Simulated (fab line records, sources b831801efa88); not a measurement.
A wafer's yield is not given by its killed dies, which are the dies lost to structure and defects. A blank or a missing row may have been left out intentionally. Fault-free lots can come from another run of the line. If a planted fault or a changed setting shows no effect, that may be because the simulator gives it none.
fab line records	flow sky130
record lots=14	wafers=42	last-day=50
route steps=708 shown METAL2@499 CAPM@537
lots that met no fault: taken from a fault-free run of the same line
start-h: the number of hours between the record's first day and the start of the first shown wafer of the lot	wait-h: hours since the lot's step before	" same as the row above	L1.1+2: several wafers, shown together as one row	- no value, or no start was given	* or withheld: withheld	< > ~ a bound
route shown NAME@n: NAME is a module with steps in the file, n the number in the route of the first one	usual: the fault-free wafers' mean and standard deviation	same: alike in all rows	chamber/n: place in a boat	sites: the reading at each site	_std_site: standard deviation across them	_edge_site: the outer-site mean with the inner-site mean subtracted	radius-mm: how far each site lies from the wafer's centre	mask NAME#n: copy n	behind: the last tool/chamber to shape the wafer	hold: the reason the lot was held/the length of the hold in hours/how it ended	device: which transistor (n, p or np) failed to switch	end of line: the same wafers' tests at the end of the route	a step without rows: its recipe alone	killed: dies lost to structure and defects at the first sort, not the wafer's yield	map: per-die view of a wafer (x killed, . not killed, _ where there is no die)
set.NAME: setting as actually run; set.NAME@STEP: the setting as run at that earlier step	model.NAME: the simulator's own value behind a step, which no gauge read
one table for each step of the route and one row for each wafer, over a sample of lots
services: from which hour (start-h, from the record's first day; less than 0 if before it) a tool's chamber was out of use, for how many hours, and why
## steps
# step SKY_METAL2_OVL_MEAS_16
# usual METAL2_OVL=0/4.9
lot.wafer	tool	chamber	start-h	wait-h	METAL2_OVL[nm]
L851.1	overlay-02	-	813.78	0.1	10
L851.5	"	-	"	"	10
L851.6	"	-	"	"	1
L852.3	overlay-02	-	818.10	0.1	2
L852.4	"	-	"	"	6
L852.5	"	-	"	"	1
L853.2	overlay-01	-	831.64	0.1	3
L853.3	"	-	"	"	-3
L853.4	"	-	"	"	3
L856.1	overlay-01	-	870.39	0.1	-15
L856.2	"	-	"	"	-5
L856.4	"	-	"	"	-3
L857.2	overlay-02	-	871.69	0.1	-2
L857.3	"	-	"	"	0
L857.6	"	-	"	"	4
L862.2	overlay-02	-	899.35	0.1	5
L862.3	"	-	"	"	2
L862.6	"	-	"	"	3
L867.3	overlay-01	-	946.15	0.1	3
L867.5	"	-	"	"	-2
L867.6	"	-	"	"	-4
L868.1	overlay-02	-	947.04	0.1	-1
L868.2	"	-	"	"	-2
L868.6	"	-	"	"	-2
L869.2	overlay-01	-	954.99	0.1	5
L869.3	"	-	"	"	-2
L869.4	"	-	"	"	2
L870.2	overlay-02	-	957.29	0.1	2
L870.3	"	-	"	"	-3
L870.4	"	-	"	"	-2
L871.3	overlay-02	-	966.24	0.1	2
L871.4	"	-	"	"	-3
L871.5	"	-	"	"	4
L872.2	overlay-01	-	970.05	0.1	7
L872.4	"	-	"	"	7
L872.6	"	-	"	"	2
L873.1	overlay-02	-	987.94	0.1	-3
L873.4	"	-	"	"	-9
L873.6	"	-	"	"	-6
L874.1	overlay-02	-	990.58	0.1	4
L874.2	"	-	"	"	0
L874.4	"	-	"	"	-1
# step SKY_METAL2_METAL_ETCH_19
# recipe target-depth-a=3600	stop-on=SiO2	over-etch-frac=0.3	time-s=78	chemistry=Cl2/BCl3	resist-sidewall-deg=88	pressure-mtorr=10	icp-w=900	bias-w=48.5	Cl2_flow_sccm=60	bcl3-flow-sccm=30
# usual bcl3-flow-sccm=29.99/0.091	drypump-motor-current-A=5.9/0.52	oes-product-au=0.852/0.0064	throttle-valve-pct=22.265/0.0095
lot.wafer	tool	chamber	start-h	wait-h	bcl3-flow-sccm	drypump-motor-current-A	oes-product-au	rf-hours-counter-h	throttle-valve-pct
L851.1	rie-metal-01	0	813.91	0.0	30.03	5.7	0.852	1	22.260
L851.5	"	1	"	"	30.05	6.3	0.848	-	22.272
L851.6	"	0	"	"	29.92	5.7	0.849	-	22.283
L852.3	rie-metal-03	1	818.25	0.1	30.09	6.7	0.855	-	22.256
L852.4	"	0	"	"	29.98	5.9	0.852	-	22.265
L852.5	"	0	"	"	29.89	5.9	0.849	-	22.271
L853.2	rie-metal-04	0	831.76	0.0	30.02	5.1	0.858	9	22.269
L853.3	"	1	"	"	30.07	6.2	0.847	-	22.272
L853.4	"	0	"	"	29.95	5.1	0.867	-	22.284
L856.1	rie-metal-03	1	870.52	0.0	29.96	6.7	0.854	14	22.268
L856.2	"	0	"	"	29.86	5.9	0.857	4	22.263
L856.4	"	1	"	"	29.88	6.7	0.853	-	22.269
L857.2	rie-metal-01	1	871.81	0.0	29.94	6.3	0.719	15	22.270
L857.3	"	0	"	"	29.97	5.7	0.852	-	22.288
L857.6	"	0	"	"	29.90	5.7	0.857	-	22.276
L862.2	rie-metal-01	1	899.47	0.0	29.93	6.3	0.722	16	22.271
L862.3	"	0	"	"	29.92	5.7	0.846	-	22.256
L862.6	"	0	"	"	30.16	5.6	0.850	-	22.263
L867.3	rie-metal-03	0	946.30	0.1	29.81	5.9	0.852	-	22.258
L867.5	"	0	"	"	29.92	5.9	0.846	-	22.274
L867.6	"	1	"	"	30.09	6.8	0.854	-	22.275
L868.1	rie-metal-04	1	947.17	0.0	30.08	6.1	0.861	2	22.251
L868.2	"	0	"	"	30.12	5.1	0.857	15	22.261
L868.6	"	0	"	"	30.04	5.1	0.849	-	22.277
L869.2	rie-metal-01	0	955.11	0.0	29.99	5.7	0.837	8	22.255
L869.3	"	0	"	"	29.93	5.7	0.845	-	22.263
L869.4	"	1	"	"	29.91	6.4	0.843	-	22.268
L870.2	rie-metal-03	1	957.42	0.0	29.90	6.7	0.858	19	22.267
L870.3	"	1	"	"	30.15	6.7	0.852	-	22.268
L870.4	"	0	"	"	29.99	5.9	0.858	-	22.273
L871.3	rie-metal-03	0	966.52	0.1	30.11	5.9	0.862	-	22.252
L871.4	"	0	"	"	30.03	5.9	0.853	-	22.264
L871.5	"	0	"	"	30.06	5.9	0.864	-	22.273
L872.2	rie-metal-04	1	970.17	0.0	30.00	6.1	0.859	3	22.267
L872.4	"	0	"	"	29.84	5.1	0.844	-	22.269
L872.6	"	0	"	"	30.06	5.1	0.847	-	22.250
L873.1	rie-metal-04	1	988.07	0.0	29.89	6.1	0.857	4	22.244
L873.4	"	1	"	"	30.04	6.1	0.854	-	22.257
L873.6	"	1	"	"	29.87	6.1	0.851	-	22.249
L874.1	rie-metal-04	1	990.71	0.0	30.00	6.1	0.866	4	22.247
L874.2	"	0	"	"	30.24	5.1	0.863	17	22.272
L874.4	"	1	"	"	30.03	6.1	0.851	-	22.254
# step SKY_METAL2_STRIP_20
# recipe chemistry=O2/N2	power-w=1400	pressure-mtorr=1500	platen-temp-c=withheld	o2-flow-sccm=3000	n2-flow-sccm=300	overash-fraction=0.5
# usual drypump-motor-current-A=5.8/0.62	oes-product-au=0.345/0.005	strip-time-to-endpoint-s=2.75/0.038
# same overash-fraction=0.5
lot.wafer	tool	chamber	start-h	wait-h	drypump-motor-current-A	oes-product-au	rf-hours-counter-h	strip-time-to-endpoint-s
L851.1	plasma-asher-04	1	814.00	0.1	6.6	0.344	99	2.70
L851.5	"	1	"	"	6.7	0.342	-	2.80
L851.6	"	0	"	"	6.6	0.350	-	2.71
L852.3	plasma-asher-02	1	818.35	0.1	5.7	0.342	-	2.75
L852.4	"	0	"	"	5.7	0.348	-	2.76
L852.5	"	0	"	"	5.7	0.353	-	2.77
L853.2	plasma-asher-03	1	831.85	0.1	6.0	0.341	9	2.75
L853.3	"	0	"	"	4.9	0.344	-	2.75
L853.4	"	1	"	"	6.0	0.349	-	2.72
L856.1	plasma-asher-04	1	870.61	0.1	6.6	0.338	105	2.78
L856.2	"	0	"	"	6.6	0.353	105	2.78
L856.4	"	1	"	"	6.7	0.350	-	2.75
L857.2	plasma-asher-03	0	871.90	0.1	4.9	0.384	13	3.85
L857.3	"	1	"	"	6.0	0.347	-	2.69
L857.6	"	0	"	"	4.9	0.339	-	2.70
L862.2	plasma-asher-03	1	899.56	0.1	5.9	0.395	15	3.87
L862.3	"	0	"	"	4.9	0.352	-	2.73
L862.6	"	1	"	"	5.9	0.340	-	2.73
L867.3	plasma-asher-03	0	946.39	0.1	5.0	0.349	-	2.71
L867.5	"	1	"	"	6.0	0.340	-	2.70
L867.6	"	0	"	"	4.9	0.349	-	2.76
L868.1	plasma-asher-03	0	947.26	0.1	4.9	0.340	20	2.83
L868.2	"	1	"	"	6.0	0.338	20	2.72
L868.6	"	1	"	"	6.0	0.353	-	2.75
L869.2	plasma-asher-03	1	955.20	0.1	6.0	0.348	21	2.73
L869.3	"	0	"	"	4.9	0.339	-	2.76
L869.4	"	1	"	"	6.0	0.355	-	2.74
L870.2	plasma-asher-03	0	957.51	0.1	4.9	0.352	22	2.79
L870.3	"	0	"	"	4.9	0.350	-	2.82
L870.4	"	1	"	"	6.0	0.346	-	2.74
L871.3	plasma-asher-03	1	966.67	0.1	6.0	0.343	-	2.68
L871.4	"	0	"	"	4.9	0.343	-	2.71
L871.5	"	1	"	"	6.0	0.348	-	2.68
L872.2	plasma-asher-02	0	970.26	0.1	5.7	0.347	53	2.85
L872.4	"	0	"	"	5.7	0.342	-	2.77
L872.6	"	0	"	"	5.7	0.339	-	2.76
L873.1	plasma-asher-02	1	988.16	0.1	5.7	0.350	55	2.79
L873.4	"	1	"	"	5.6	0.350	-	2.81
L873.6	"	1	"	"	5.6	0.352	-	2.81
L874.1	plasma-asher-03	0	990.80	0.1	4.9	0.350	25	2.79
L874.2	"	1	"	"	6.0	0.339	25	2.70
L874.4	"	1	"	"	6.0	0.344	-	2.77
# step SKY_CAPM_CVD_00
# recipe material=SiO2	target-thk-nm=15.5	temp-c=400	time-s=withheld	rf-w=450
# usual heater-power-w=738/98
lot.wafer	tool	chamber	start-h	wait-h	heater-power-w
L851.1	pecvd-03	2	843.02	0.0	632
L851.5	"	0	"	"	775
L851.6	"	2	"	"	630
L852.3	pecvd-02	0	847.01	0.0	713
L852.4	"	2	"	"	641
L852.5	"	0	"	"	706
L853.2	pecvd-03	2	860.29	0.0	630
L853.3	"	1	"	"	708
L853.4	"	1	"	"	720
L856.1	pecvd-04	0	899.07	0.0	868
L856.2	"	2	"	"	804
L856.4	"	0	"	"	884
L857.3	pecvd-03	1	900.91	0.0	622
L857.6	"	1	"	"	638
L862.3	pecvd-02	2	927.06	0.0	580
L862.6	"	1	"	"	821
L867.3	pecvd-03	0	973.59	0.0	784
L867.5	"	1	"	"	624
L867.6	"	2	"	"	687
L868.1	pecvd-04	2	974.30	0.0	860
L868.2	"	1	"	"	681
L868.6	"	2	"	"	880
L869.2	pecvd-02	2	982.59	0.0	603
L869.3	"	1	"	"	894
L869.4	"	1	"	"	884
L870.2	pecvd-04	2	984.25	0.0	759
L870.3	"	1	"	"	684
L870.4	"	2	"	"	760
L871.3	pecvd-02	2	993.28	0.0	539
L871.4	"	2	"	"	531
L871.5	"	0	"	"	792
L872.2	pecvd-04	2	996.59	0.0	867
L872.4	"	2	"	"	876
L872.6	"	0	"	"	833
L873.1	pecvd-04	1	1014.00	0.0	714
L873.4	"	1	"	"	712
L873.6	"	0	"	"	867
L874.1	pecvd-03	1	1016.80	0.0	591
L874.2	"	0	"	"	745
L874.4	"	0	"	"	775
# step SKY_CAPM_OVL_MEAS_12
# usual CAPM_OVL=-1.0/1.3
lot.wafer	tool	chamber	start-h	wait-h	CAPM_OVL[nm]
L851.1	overlay-02	-	869.07	0.1	-0.2
L851.5	"	-	"	"	-1.7
L851.6	"	-	"	"	-2.0
L852.3	overlay-01	-	873.08	0.1	2.2
L852.4	"	-	"	"	2.1
L852.5	"	-	"	"	1.7
L853.2	overlay-01	-	886.22	0.1	-0.8
L853.3	"	-	"	"	-1.9
L853.4	"	-	"	"	-2.1
L856.1	overlay-01	-	924.46	0.1	0.4
L856.2	"	-	"	"	-1.9
L856.4	"	-	"	"	-0.3
L857.3	overlay-02	-	925.93	0.1	0.2
L857.6	"	-	"	"	-1.1
L862.3	overlay-01	-	951.68	0.1	-2.1
L862.6	"	-	"	"	-0.3
L867.3	overlay-01	-	997.48	0.1	0.5
L867.5	"	-	"	"	0.1
L867.6	"	-	"	"	0.0
L868.1	overlay-02	-	998.27	0.1	-1.4
L868.2	"	-	"	"	-1.7
L868.6	"	-	"	"	-1.5
L869.2	overlay-01	-	1005.98	0.1	-3.5
L869.3	"	-	"	"	-1.4
L869.4	"	-	"	"	-2.9
L870.2	overlay-01	-	1007.32	0.1	-0.5
L870.3	"	-	"	"	-1.1
L870.4	"	-	"	"	-1.9
L871.3	overlay-01	-	1016.23	0.1	-1.4
L871.4	"	-	"	"	-0.3
L871.5	"	-	"	"	0.3
L872.2	overlay-02	-	1019.47	0.1	-3.1
L872.4	"	-	"	"	-1.1
L872.6	"	-	"	"	-1.3
L873.1	overlay-02	-	1036.27	0.1	-1.0
L873.4	"	-	"	"	-1.4
L873.6	"	-	"	"	-2.9
L874.1	overlay-02	-	1040.17	0.1	-0.4
L874.2	"	-	"	"	-2.8
L874.4	"	-	"	"	-0.6
## services
tool	chamber	start-h	hours	kind
pecvd-02	0	795.74	8.1	repair
rie-metal-01	-	799.70	0.2	repair
rie-metal-03	-	804.14	2.8	pm
plasma-asher-03	-	805.87	1.7	repair
pecvd-03	2	816.08	19.2	repair
pecvd-02	-	828.88	6.0	pm
pecvd-04	2	829.03	4.1	repair
pecvd-04	-	829.52	6.0	pm
pecvd-04	0	834.36	2.1	scheduled-down
pecvd-04	-	864.44	7.0	repair
pecvd-02	-	887.06	0.8	pm
rie-metal-04	1	890.54	-	clean
rie-metal-04	1	890.54	16.0	scheduled-down
plasma-asher-04	-	896.18	2.8	pm
plasma-asher-04	-	904.44	11.5	repair
rie-metal-03	-	910.90	0.3	repair
pecvd-04	-	943.43	5.9	repair
pecvd-02	1	951.87	5.2	repair
rie-metal-01	1	977.91	5.4	repair
rie-metal-03	1	988.77	2.8	repair
pecvd-02	2	996.67	3.9	repair
pecvd-03	2	1001.76	23.7	repair
rie-metal-03	-	1007.54	1.5	repair
pecvd-02	-	1016.33	25.9	repair
## key
first-sign step=SKY_METAL2_METAL_ETCH_19	reading=oes-product-au	direction=down	sigmas=20	usual=0.852	struck=0.720
effect step=SKY_METAL2_STRIP_20	reading=strip-time-to-endpoint-s	direction=up	sigmas=30	usual=*	struck=*
met-at SKY_METAL2_METAL_ETCH_19
struck-lots L857,L862
struck-wafers L857.2,L862.2
later-rows-left-out L857.2,L862.2
sort-left-out L857.2,L862.2
not-acting-at SKY_METAL2_OVL_MEAS_16,SKY_CAPM_CVD_00,SKY_CAPM_OVL_MEAS_12
onset-between 813.91 871.81
fault kind=process-parameter-drift	tool=rie-metal-01	chamber=-	onset-h=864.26	steps=SKY_METAL2_METAL_ETCH_19	channel=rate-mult	offset=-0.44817	shape=step	end-h=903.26	scope=struck-wafers-only
# sort-left-out: the simulated sort isn't trusted on such a fault, so these wafers' sort isn't shown, and their yield isn't known
# later-rows-left-out: the simulator's readings of these wafers behind a module that went badly wrong aren't trusted and aren't shown, but for the sort
